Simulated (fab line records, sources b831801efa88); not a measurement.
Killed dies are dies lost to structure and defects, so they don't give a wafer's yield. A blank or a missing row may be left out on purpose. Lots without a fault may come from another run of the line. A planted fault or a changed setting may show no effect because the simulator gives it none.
fab line records | flow sky130 | part 1 of 2: steps 1 to 27 of 37
record lots=5 wafers=15 last_day=49
route steps=708 shown FIELD_ISO@20 NWELL@32 DNWELL@35 PWDE@45
lots that met no fault: from a run of the same line without faults
start_h: hours from the record's first day to the start of the lot's first wafer shown | wait_h: hours since the lot's step before | " the same as in the row above | L1.1+2: a row that stands for several wafers | - no value, or no start given | * or withheld: withheld | < > ~ a bound
route shown NAME@n: a module of which the file shows steps, and the number in the route of the first | usual: mean/standard deviation of fault-free wafers | same: alike in all rows | chamber/n: place in a boat | sites: the reading at each site | _std_site: their standard deviation | _edge_site: outer sites' mean less inner sites' | radius_mm: how far each site lies from the wafer's centre | mask NAME#n: copy n | behind: the tool/chamber that last shaped the wafer | hold: why the lot was held/for how many hours/how that ended | device: the transistor (n, p or np) that didn't switch | end of line: the same wafers' tests at the end of the route | a step without rows: its recipe alone | killed: dies lost to structure and defects at the first sort, not the wafer's yield | map: a wafer's dies, x killed, . not, _ none there
set.NAME: the setting as run; set.NAME@STEP: as run at that earlier step | model.NAME: the simulator's own value behind a step, which no gauge read
lots at some steps of the route; a table a step, a row a wafer
services: from which hour (start_h, from the record's first day; less than 0 if before it) a tool's chamber was out of use, for how many hours, and why
## steps
# step SKY_FIELD_ISO_CLEAN_19
# recipe chemistry=SC1/SC2 mix=1:4:20 temp_c=70 time_s=150
# columns lot.wafer tool chamber start_h wait_h
L079.3+5+6 wet_bench-04 1 56.77 0.0
L081.1+2+4 wet_bench-02 2 67.70 0.0
L082.1+3+4 wet_bench-01 3 70.25 0.0
L084.1+2+4 wet_bench-02 1 82.22 0.0
L089.2+3+5 wet_bench-04 3 106.92 0.0
# step SKY_FIELD_ISO_CLEAN_20
# recipe chemistry=dHF time_s=20 dilution=100:1
# columns lot.wafer tool chamber start_h wait_h
L079.3+5+6 wet_bench-01 2 56.82 0.0
L081.1+2+4 wet_bench-04 2 67.75 0.0
L082.1+3+4 wet_bench-04 2 70.30 0.0
L084.1+2+4 wet_bench-01 3 82.27 0.0
L089.2+3+5 wet_bench-02 3 106.97 0.0
# step SKY_FIELD_ISO_WET_ETCH_21
# recipe chemistry=dHF dilution=100:1 target_depth_nm=20 dry=ipa_marangoni target=SiO2 temp_c=25 time_s=400
# columns lot.wafer tool chamber start_h wait_h
L079.3+5+6 wet_bench-02 0 56.84 0.0
L081.1+2+4 wet_bench-01 1 67.77 0.0
L082.1+3+4 wet_bench-02 3 70.32 0.0
L084.1+2+4 wet_bench-02 3 82.28 0.0
L089.2+3+5 wet_bench-01 1 106.98 0.0
# step SKY_FIELD_ISO_OXIDATION_22
# recipe temp_c=950 ambient=O2 stabilise_s=600 purge_s=300 target_thk_a=100 ox_time_s=623
# usual ox_temp_c=950.0/0.46 zone_power_centre_pct=22.5/2.9 zone_power_lower_pct=20.0/1.4
# columns lot.wafer tool chamber start_h wait_h ox_temp_c zone_power_centre_pct zone_power_lower_pct
L079.3 furnace-02 0 57.20 0.2 949.7 25.6 18.4
L079.5 " 0 " " 949.9 25.8 18.3
L079.6 " 0 " " 949.8 26.1 18.4
L081.1 furnace-02 0 67.89 0.0 949.8 25.4 18.6
L081.2 " 0 " " 949.9 25.8 18.5
L081.4 " 0 " " 949.4 25.9 18.6
L082.1 furnace-01 0 71.36 0.9 949.4 19.7 21.3
L082.3 " 0 " " 950.1 19.9 21.2
L082.4 " 0 " " 948.7 20.0 21.1
L084.1 furnace-01 0 83.88 1.5 949.4 19.6 21.2
L084.2 " 0 " " 949.7 19.9 21.7
L084.4 " 0 " " 949.5 20.0 21.8
L089.2 furnace-02 0 107.10 0.0 950.3 25.9 18.5
L089.3 " 0 " " 949.3 25.5 18.6
L089.5 " 0 " " 949.7 25.7 18.4
# step SKY_FIELD_ISO_THK_MEAS_23
# recipe reads=SiO2_of_FIELD_ISO_OXIDATION_22
# usual FIELD_ISO_OXIDATION_01_THK=9.97/0.18
# columns lot.wafer tool chamber start_h wait_h FIELD_ISO_OXIDATION_01_THK[nm]
L079.3 film_metro-02 - 58.40 0.0 10.04
L079.5 " - " " 10.03
L079.6 " - " " 10.16
L081.1 film_metro-04 - 69.06 0.0 9.88
L081.2 " - " " 9.96
L081.4 " - " " 9.75
L082.1 film_metro-03 - 72.53 0.0 9.85
L082.3 " - " " 9.95
L082.4 " - " " 9.88
L084.1 film_metro-03 - 85.06 0.0 10.11
L084.2 " - " " 10.05
L084.4 " - " " 10.24
L089.2 film_metro-03 - 108.29 0.0 9.82
L089.3 " - " " 9.91
L089.5 " - " " 9.94
# step SKY_FIELD_ISO_CVD_24
# recipe material=SiO2 target_thk_nm=595 temp_c=650 sigma_open_frac=0.3 time_s=99.2 sih4_flow_sccm=60 pressure_mtorr=6
# columns lot.wafer tool chamber start_h wait_h
L079.3+5+6 hdpcvd-02 0,1,0 58.44 0.0
L081.1+2+4 hdpcvd-02 0,1,1 69.12 0.1
L082.1+3+4 hdpcvd-02 0,2,1 72.59 0.1
L084.1+2+4 hdpcvd-02 2,1,1 85.12 0.1
L089.2+3+5 hdpcvd-01 2,0,2 108.34 0.0
# step SKY_FIELD_ISO_THK_MEAS_25
# recipe reads=SiO2_of_FIELD_ISO_CVD_24
# usual FIELD_ISO_CVD_24_THK=592/6
# columns lot.wafer tool chamber start_h wait_h FIELD_ISO_CVD_24_THK[nm]
L079.3 film_metro-03 - 58.53 0.1 592
L079.5 " - " " 599
L079.6 " - " " 591
L081.1 film_metro-03 - 69.19 0.0 589
L081.2 " - " " 597
L081.4 " - " " 593
L082.1 film_metro-04 - 72.66 0.0 589
L082.3 " - " " 588
L082.4 " - " " 586
L084.1 film_metro-02 - 85.19 0.0 601
L084.2 " - " " 601
L084.4 " - " " 601
L089.2 film_metro-04 - 108.42 0.0 591
L089.3 " - " " 596
L089.5 " - " " 595
# step SKY_FIELD_ISO_ANNEAL_26
# recipe temp_c=1000 time_s=1800 ambient=N2
# usual zone_power_centre_pct=25/3.3 zone_power_lower_pct=22.2/1.6
# columns lot.wafer tool chamber start_h wait_h zone_power_centre_pct zone_power_lower_pct
L079.3 furnace-02 0 58.57 0.0 28 20.4
L079.5 " 0 " " 29 20.7
L079.6 " 0 " " 29 20.8
L081.1 furnace-01 0 69.86 0.7 23 23.5
L081.2 " 0 " " 22 23.7
L081.4 " 0 " " 23 23.8
L082.1 furnace-01 0 75.31 2.6 22 23.5
L082.3 " 0 " " 22 23.8
L082.4 " 0 " " 22 24.2
L084.1 furnace-02 0 85.94 0.7 28 20.5
L084.2 " 0 " " 29 20.6
L084.4 " 0 " " 29 21.0
L089.2 furnace-02 0 108.47 0.0 28 20.3
L089.3 " 0 " " 29 20.8
L089.5 " 0 " " 28 20.6
# step SKY_FIELD_ISO_CMP_27
# recipe stop_on=Si3N4 t_overpolish_s=16 down_force_psi=4 platen_rpm=60 target_thk_nm=457.8 pad_velocity_m_s=0.94248
# usual motor_current_A=11.9/1.3 overpolish_run_s=16.000/0.0093 slurry_filter_dp_kPa=13.49/0.14 time_to_endpoint_s=113/4.3
# columns lot.wafer tool chamber start_h wait_h motor_current_A overpolish_run_s slurry_filter_dp_kPa time_to_endpoint_s
L079.3 cmp-02 1 60.22 0.1 12.7 16.005 13.68 111
L079.6 " 2 " " 10.3 16.002 13.66 112
L079.5 " 3 " " 12.7 15.992 13.46 111
L081.1 cmp-01 3 71.41 0.1 10.7 16.014 13.41 115
L081.2 " 0 " " 10.4 15.993 13.60 116
L081.4 " 1 " " 14.3 15.993 13.34 114
L082.1 cmp-01 2 76.81 0.0 11.6 15.991 13.38 115
L082.4 " 0 " " 10.4 16.001 13.40 112
L082.3 " 1 " " 13.4 16.006 13.69 111
L084.2 cmp-01 0 87.44 0.0 9.6 16.010 13.36 114
L084.4 " 1 " " 13.6 15.992 13.53 117
L084.1 " 3 " " 10.6 15.999 13.72 114
L089.2 cmp-02 2 109.97 0.0 11.1 15.998 13.70 118
L089.3 " 0 " " 13.2 15.998 13.53 116
L089.5 " 3 " " 12.8 15.997 13.49 111
# step SKY_FIELD_ISO_WET_ETCH_28
# recipe chemistry=dHF target_depth_nm=23.7 target=SiO2 dilution=10:1 temp_c=25 time_s=47
# columns lot.wafer tool chamber start_h wait_h
L079.3+5+6 wet_bench-02 1 60.37 0.1
L081.1+2+4 wet_bench-04 0 71.66 0.2
L082.1+3+4 wet_bench-02 3 77.11 0.2
L084.1+2+4 wet_bench-04 0 87.74 0.1
L089.2+3+5 wet_bench-04 2 110.27 0.2
# step SKY_FIELD_ISO_WET_ETCH_29
# recipe chemistry=H3PO4 target_depth_nm=160 target=Si3N4 temp_c=160 time_s=1825
# columns lot.wafer tool chamber start_h wait_h
L079.3+5+6 wet_bench-01 1 60.39 0.0
L081.1+2+4 wet_bench-01 1 71.68 0.0
L082.1+3+4 wet_bench-04 1 77.13 0.0
L084.1+2+4 wet_bench-01 3 87.76 0.0
L089.2+3+5 wet_bench-01 3 110.29 0.0
# step SKY_FIELD_ISO_WET_ETCH_30
# recipe chemistry=dHF target_depth_nm=25 target=SiO2 dilution=10:1 temp_c=25 time_s=50
# columns lot.wafer tool chamber start_h wait_h
L079.3+5+6 wet_bench-04 3 60.95 0.0
L081.1+2+4 wet_bench-02 0 72.19 0.0
L082.1+3+4 wet_bench-02 3 77.65 0.0
L084.1+2+4 wet_bench-02 1 88.32 0.0
L089.2+3+5 wet_bench-04 2 110.81 0.0
# step SKY_NWELL_CLEAN_00
# recipe chemistry=SC1/SC2 mix=1:4:20 temp_c=70 time_s=150 dry=n2_spin
# columns lot.wafer tool chamber start_h wait_h
L079.3+5+6 wet_bench-01 3 60.98 0.0
L081.1+2+4 wet_bench-04 2 72.22 0.0
L082.1+3+4 wet_bench-01 2 77.67 0.0
L084.1+2+4 wet_bench-02 3 88.35 0.0
L089.2+3+5 wet_bench-01 2 110.83 0.0
# step SKY_NWELL_OXIDATION_01
# recipe temp_c=900 ambient=O2 stabilise_s=600 purge_s=300 target_thk_a=100 ox_time_s=1418
# usual ox_temp_c=899.9/0.39 zone_power_centre_pct=20.6/2.5 zone_power_lower_pct=17.3/1.2
# columns lot.wafer tool chamber start_h wait_h ox_temp_c zone_power_centre_pct zone_power_lower_pct
L079.3 furnace-02 0 61.63 0.6 900.3 22.4 16.2
L079.5 " 0 " " 899.9 22.8 16.5
L079.6 " 0 " " 900.4 22.8 16.3
L081.1 furnace-02 0 74.95 2.7 900.2 22.9 16.1
L081.2 " 0 " " 899.9 22.8 16.4
L081.4 " 0 " " 900.7 22.5 16.6
L082.1 furnace-01 0 78.22 0.5 900.2 17.4 18.7
L082.3 " 0 " " 900.1 17.5 18.9
L082.4 " 0 " " 900.0 17.6 18.6
L084.1 furnace-02 0 90.47 2.1 899.9 23.0 16.0
L084.2 " 0 " " 899.6 22.9 16.2
L084.4 " 0 " " 899.4 22.7 16.4
L089.2 furnace-01 0 113.34 2.5 899.3 17.9 18.9
L089.3 " 0 " " 899.6 17.7 18.8
L089.5 " 0 " " 899.4 17.5 18.6
# step SKY_NWELL_THK_MEAS_02
# recipe reads=SiO2_of_NWELL_OXIDATION_01
# usual NWELL_OXIDATION_THK=9.99/0.17
# columns lot.wafer tool chamber start_h wait_h NWELL_OXIDATION_THK[nm]
L079.3 film_metro-01 - 63.05 0.0 10.19
L079.5 " - " " 10.11
L079.6 " - " " 10.10
L081.1 film_metro-01 - 76.35 0.0 9.82
L081.2 " - " " 9.97
L081.4 " - " " 9.85
L082.1 film_metro-01 - 79.61 0.0 10.18
L082.3 " - " " 10.32
L082.4 " - " " 10.12
L084.1 film_metro-02 - 91.87 0.0 10.01
L084.2 " - " " 10.04
L084.4 " - " " 10.14
L089.2 film_metro-02 - 114.74 0.0 9.83
L089.3 " - " " 9.77
L089.5 " - " " 9.80
# step SKY_DNWELL_DEHYDRATE_00
# recipe temp_c=200 time_s=60
# usual chill_plate_temp_C=23.04/0.12
# columns lot.wafer tool chamber start_h wait_h chill_plate_temp_C
L079.3 litho_track-03 0 70.09 7.0 23.13
L079.5 " 0 " " 23.18
L079.6 " 0 " " 23.18
L081.1 litho_track-01 0 84.48 8.1 23.17
L081.2 " 0 " " 23.14
L081.4 " 0 " " 23.14
L082.1 litho_track-01 0 87.13 7.5 23.03
L082.3 " 0 " " 22.85
L082.4 " 0 " " 23.09
L084.1 litho_track-04 0 100.58 8.7 23.16
L084.2 " 0 " " 23.03
L084.4 " 0 " " 23.07
L089.2 litho_track-04 0 123.21 8.5 23.21
L089.3 " 0 " " 23.47
L089.5 " 0 " " 23.10
# step SKY_DNWELL_HMDS_01
# recipe prime_time_s=60 prime_temp_c=120
# usual chill_plate_temp_C=22.99/0.093
# columns lot.wafer tool chamber start_h wait_h chill_plate_temp_C
L079.3 litho_track-03 0 70.24 0.1 23.12
L079.5 " 0 " " 23.06
L079.6 " 0 " " 23.14
L081.1 litho_track-01 0 84.63 0.1 23.07
L081.2 " 0 " " 23.06
L081.4 " 0 " " 22.94
L082.1 litho_track-01 0 87.28 0.1 22.97
L082.3 " 0 " " 23.06
L082.4 " 0 " " 23.07
L084.1 litho_track-04 0 100.73 0.1 23.07
L084.2 " 0 " " 23.14
L084.4 " 0 " " 23.08
L089.2 litho_track-04 0 123.36 0.1 23.06
L089.3 " 0 " " 22.94
L089.5 " 0 " " 23.09
# step SKY_DNWELL_COAT_02
# recipe spin_rpm=2000 resist_thk_nm=3000
# usual chill_plate_temp_C=22.99/0.096
# columns lot.wafer tool chamber start_h wait_h chill_plate_temp_C
L079.3 litho_track-03 0 70.39 0.1 22.91
L079.5 " 0 " " 22.93
L079.6 " 0 " " 22.93
L081.1 litho_track-01 0 84.78 0.1 22.93
L081.2 " 0 " " 23.03
L081.4 " 0 " " 22.79
L082.1 litho_track-01 0 87.43 0.1 22.83
L082.3 " 0 " " 22.95
L082.4 " 0 " " 22.85
L084.1 litho_track-04 0 100.88 0.1 22.78
L084.2 " 0 " " 22.80
L084.4 " 0 " " 22.87
L089.2 litho_track-04 0 123.51 0.1 23.07
L089.3 " 0 " " 22.84
L089.5 " 0 " " 22.97
# step SKY_DNWELL_SOFTBAKE_03
# recipe temp_c=110 time_s=withheld
# usual chill_plate_temp_C=23.00/0.094
# columns lot.wafer tool chamber start_h wait_h chill_plate_temp_C
L079.3 litho_track-03 0 70.55 0.1 23.05
L079.5 " 0 " " 23.01
L079.6 " 0 " " 23.01
L081.1 litho_track-01 0 84.93 0.1 23.00
L081.2 " 0 " " 23.12
L081.4 " 0 " " 23.14
L082.1 litho_track-01 0 87.58 0.1 22.87
L082.3 " 0 " " 23.08
L082.4 " 0 " " 23.08
L084.1 litho_track-04 0 101.03 0.1 23.02
L084.2 " 0 " " 23.23
L084.4 " 0 " " 23.02
L089.2 litho_track-04 0 123.67 0.1 23.01
L089.3 " 0 " " 22.90
L089.5 " 0 " " 22.94
# step SKY_DNWELL_EXPOSE_04
# recipe mask_id=DNM na=0.57 target_cd_nm=3000 dose_mj=222
# usual focus_offset_nm=0.0/0.49 reticle_temp_C=23.00/0.12
# columns lot.wafer tool chamber start_h wait_h mask focus_offset_nm reticle_temp_C
L079.3 iline_stepper-01 0 - - DNM#0 0.0 22.92
L079.5 " 0 " " DNM#0 -0.4 22.84
L079.6 " 0 " " DNM#0 0.3 23.01
L081.1 iline_stepper-02 0 - - DNM#0 0.0 22.96
L081.2 " 0 " " DNM#0 -0.2 22.88
L081.4 " 0 " " DNM#0 -0.4 22.90
L082.1 iline_stepper-02 0 - - DNM#0 0.1 22.96
L082.3 " 0 " " DNM#0 0.7 22.91
L082.4 " 0 " " DNM#0 0.5 22.93
L084.1 iline_stepper-02 0 - - DNM#0 0.2 22.96
L084.2 " 0 " " DNM#0 0.4 23.12
L084.4 " 0 " " DNM#0 0.0 23.00
L089.2 iline_stepper-01 0 - - DNM#0 -0.7 23.10
L089.3 " 0 " " DNM#0 -0.4 23.12
L089.5 " 0 " " DNM#0 -0.7 23.00
# step SKY_DNWELL_PEB_05
# recipe temp_c=115 time_s=withheld
# usual chill_plate_temp_C=23.02/0.098
# columns lot.wafer tool chamber start_h wait_h chill_plate_temp_C
L079.3 litho_track-01 0 - - 22.93
L079.5 " 0 " " 22.95
L079.6 " 0 " " 23.17
L081.1 litho_track-04 0 - - 23.09
L081.2 " 0 " " 22.97
L081.4 " 0 " " 23.06
L082.1 litho_track-04 0 - - 22.95
L082.3 " 0 " " 23.06
L082.4 " 0 " " 22.94
L084.1 litho_track-04 0 - - 23.11
L084.2 " 0 " " 23.01
L084.4 " 0 " " 23.03
L089.2 litho_track-01 0 - - 23.12
L089.3 " 0 " " 23.09
L089.5 " 0 " " 23.01
# step SKY_DNWELL_DEVELOP_06
# recipe wall_angle_deg=90 developer=TMAH develop_time_s=58.14 dev_temp_c=23
# usual chill_plate_temp_C=23.00/0.13
# columns lot.wafer tool chamber start_h wait_h chill_plate_temp_C
L079.3 litho_track-01 0 - - 23.05
L079.5 " 0 " " 23.17
L079.6 " 0 " " 23.20
L081.1 litho_track-04 0 - - 22.91
L081.2 " 0 " " 23.07
L081.4 " 0 " " 23.01
L082.1 litho_track-04 0 - - 22.93
L082.3 " 0 " " 22.77
L082.4 " 0 " " 22.79
L084.1 litho_track-04 0 - - 23.02
L084.2 " 0 " " 22.95
L084.4 " 0 " " 23.02
L089.2 litho_track-01 0 - - 22.91
L089.3 " 0 " " 22.86
L089.5 " 0 " " 23.08
# step SKY_DNWELL_IMPLANT_07
# recipe species=P energy_kev=withheld dose_cm2=withheld tilt_deg=withheld
# columns lot.wafer tool chamber start_h wait_h
L079.3+5+6 implanter-02 0 78.93 -
L081.1+2+4 implanter-04 0 94.33 -
L082.1+3+4 implanter-01 0 96.33 -
L084.1+2+4 implanter-04 0 110.08 -
L089.2+3+5 implanter-01 0 133.45 -
# step SKY_DNWELL_STRIP_08
# recipe chemistry=O2/N2 power_w=1400 pressure_mtorr=1500 platen_temp_c=withheld o2_flow_sccm=3000 n2_flow_sccm=300 overash_fraction=0.5
# usual chamber_pressure_mTorr=1500.2/1.5 drypump_motor_current_A=5.8/0.35 oes_product_au=0.722/0.0038 strip_time_to_endpoint_s=36.89/0.12
# columns lot.wafer tool chamber start_h wait_h chamber_pressure_mTorr drypump_motor_current_A oes_product_au rf_hours_counter_h strip_time_to_endpoint_s
L079.3 plasma_asher-01 0 79.06 0.1 1501.6 5.5 0.722 - 36.62
L079.5 " 0 " " 1502.5 5.5 0.723 - 36.70
L079.6 " 1 " " 1499.6 6.1 0.718 - 36.63
L081.1 plasma_asher-01 1 94.48 0.1 1496.4 6.1 0.717 37 37.07
L081.2 " 0 " " 1504.0 5.5 0.723 37 37.02
L081.4 " 1 " " 1498.4 6.1 0.729 - 37.00
L082.1 plasma_asher-01 0 96.48 0.1 1501.7 5.5 0.728 37 36.79
L082.3 " 1 " " 1500.6 6.1 0.724 - 37.01
L082.4 " 0 " " 1497.4 5.5 0.720 - 36.84
L084.1 plasma_asher-03 0 110.29 0.2 1503.2 5.2 0.715 31 36.98
L084.2 " 1 " " 1497.9 6.3 0.719 31 37.05
L084.4 " 1 " " 1500.4 6.3 0.727 - 37.12
L089.2 plasma_asher-01 1 133.58 0.1 1499.4 6.1 0.724 1 36.90
L089.3 " 0 " " 1498.1 5.5 0.722 - 36.89
L089.5 " 1 " " 1501.7 6.1 0.721 - 36.93
# step SKY_DNWELL_TW_MEAS_09
# usual DNWELL_TW=1117/8.6
# columns lot.wafer tool chamber start_h wait_h DNWELL_TW
L079.3 film_metro-01 - 79.15 0.1 1121
L079.5 " - " " 1113
L079.6 " - " " 1119
L081.1 film_metro-04 - 94.58 0.1 1128
L081.2 " - " " 1130
L081.4 " - " " 1130
L082.1 film_metro-02 - 96.58 0.1 1118
L082.3 " - " " 1123
L082.4 " - " " 1119
L084.1 film_metro-02 - 110.39 0.1 1115
L084.2 " - " " 1116
L084.4 " - " " 1112
L089.2 film_metro-02 - 133.69 0.1 1117
L089.3 " - " " 1124
L089.5 " - " " 1123
# step SKY_PWDE_DEHYDRATE_00
# recipe temp_c=200 time_s=60
# usual chill_plate_temp_C=22.97/0.099
# columns lot.wafer tool chamber start_h wait_h chill_plate_temp_C
L079.3 litho_track-04 0 86.73 7.6 23.16
L079.5 " 0 " " 22.94
L079.6 " 0 " " 23.12
L081.1 litho_track-04 0 102.48 7.9 23.02
L081.2 " 0 " " 22.97
L081.4 " 0 " " 22.90
L082.1 litho_track-04 0 104.83 8.2 22.79
L082.3 " 0 " " 22.77
L082.4 " 0 " " 22.71
L084.1 litho_track-02 0 118.79 8.4 22.97
L084.2 " 0 " " 22.93
L084.4 " 0 " " 23.01
L089.2 litho_track-02 0 143.01 9.3 23.17
L089.3 " 0 " " 23.08
L089.5 " 0 " " 23.03
# step SKY_PWDE_HMDS_01
# recipe prime_time_s=60 prime_temp_c=120
# usual chill_plate_temp_C=23.00/0.094
# columns lot.wafer tool chamber start_h wait_h chill_plate_temp_C
L079.3 litho_track-04 0 86.88 0.1 23.01
L079.5 " 0 " " 22.97
L079.6 " 0 " " 23.01
L081.1 litho_track-04 0 102.63 0.1 23.04
L081.2 " 0 " " 22.98
L081.4 " 0 " " 23.04
L082.1 litho_track-04 0 104.98 0.1 23.02
L082.3 " 0 " " 23.15
L082.4 " 0 " " 23.21
L084.1 litho_track-02 0 118.94 0.1 22.97
L084.2 " 0 " " 23.01
L084.4 " 0 " " 22.82
L089.2 litho_track-02 0 143.16 0.1 22.97
L089.3 " 0 " " 22.89
L089.5 " 0 " " 23.09
